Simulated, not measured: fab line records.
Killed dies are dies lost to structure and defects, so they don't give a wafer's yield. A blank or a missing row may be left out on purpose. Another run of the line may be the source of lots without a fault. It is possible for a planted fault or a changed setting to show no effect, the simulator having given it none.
Matching of chambers / flow sky130 / 4 sister chambers for SKY_CONTACT_CMP_27 on cmp-01
The step polishes, stops on SiO2, t overpolish 15 s, target thk 0 nm. 8 wafers are shown with their chamber, then 7 later ones without.

## WAFERS WITH THEIR CHAMBER
wafer=L684.3; chamber=2; motor_current_A (A)=10.5; time_to_endpoint_s (s)=79
wafer=L694.5; chamber=1; motor_current_A (A)=11.0; time_to_endpoint_s (s)=84
wafer=L694.6; chamber=0; motor_current_A (A)=10.4; time_to_endpoint_s (s)=88
wafer=L695.1; chamber=1; motor_current_A (A)=11.7; time_to_endpoint_s (s)=84
wafer=L695.4; chamber=3; motor_current_A (A)=11.7; time_to_endpoint_s (s)=83
wafer=L695.6; chamber=3; motor_current_A (A)=11.5; time_to_endpoint_s (s)=86
wafer=L698.1; chamber=0; motor_current_A (A)=10.4; time_to_endpoint_s (s)=90
wafer=L698.2; chamber=2; motor_current_A (A)=10.7; time_to_endpoint_s (s)=78

## WAFERS MISSING THEIR CHAMBER
wafer=L698.5; motor_current_A (A)=10.9; time_to_endpoint_s (s)=79
wafer=L699.3; motor_current_A (A)=10.0; time_to_endpoint_s (s)=88
wafer=L699.4; motor_current_A (A)=10.8; time_to_endpoint_s (s)=82
wafer=L699.5; motor_current_A (A)=10.4; time_to_endpoint_s (s)=79
wafer=L700.2; motor_current_A (A)=11.1; time_to_endpoint_s (s)=82
wafer=L700.3; motor_current_A (A)=12.4; time_to_endpoint_s (s)=83
wafer=L700.4; motor_current_A (A)=10.4; time_to_endpoint_s (s)=89

## THE CHAMBER EACH PASSED THROUGH
wafer=L698.5; from the rows above=2; in truth=2
wafer=L699.3; from the rows above=0; in truth=0
wafer=L699.4; from the rows above=can't be placed: 1 or 2 or 3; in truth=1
wafer=L699.5; from the rows above=2; in truth=2
wafer=L700.2; from the rows above=can't be placed: 1 or 3 or 2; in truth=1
wafer=L700.3; from the rows above=can't be placed: 3 or 1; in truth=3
wafer=L700.4; from the rows above=0; in truth=0
Correct placement for 4 of the 7. Not placeable from these rows: 3 (in 3, the candidates include the true chamber). Wrongly placed: 0.
How it was worked out, from the rows above alone: a wafer's distance from a chamber is the root of the sum, over the readings, of the square of ((its reading less the chamber's mean) divided by the reading's scatter). If the next closest chamber is less than 2 further off than the closest, the wafer can't be placed; otherwise it belongs to the closest. For every chamber, the mean is computed from those of its wafers that are shown. The scatter: take each reading less its chamber's mean, square it, sum over the shown wafers, divide by the number of wafers less the number of chambers, and take the root.
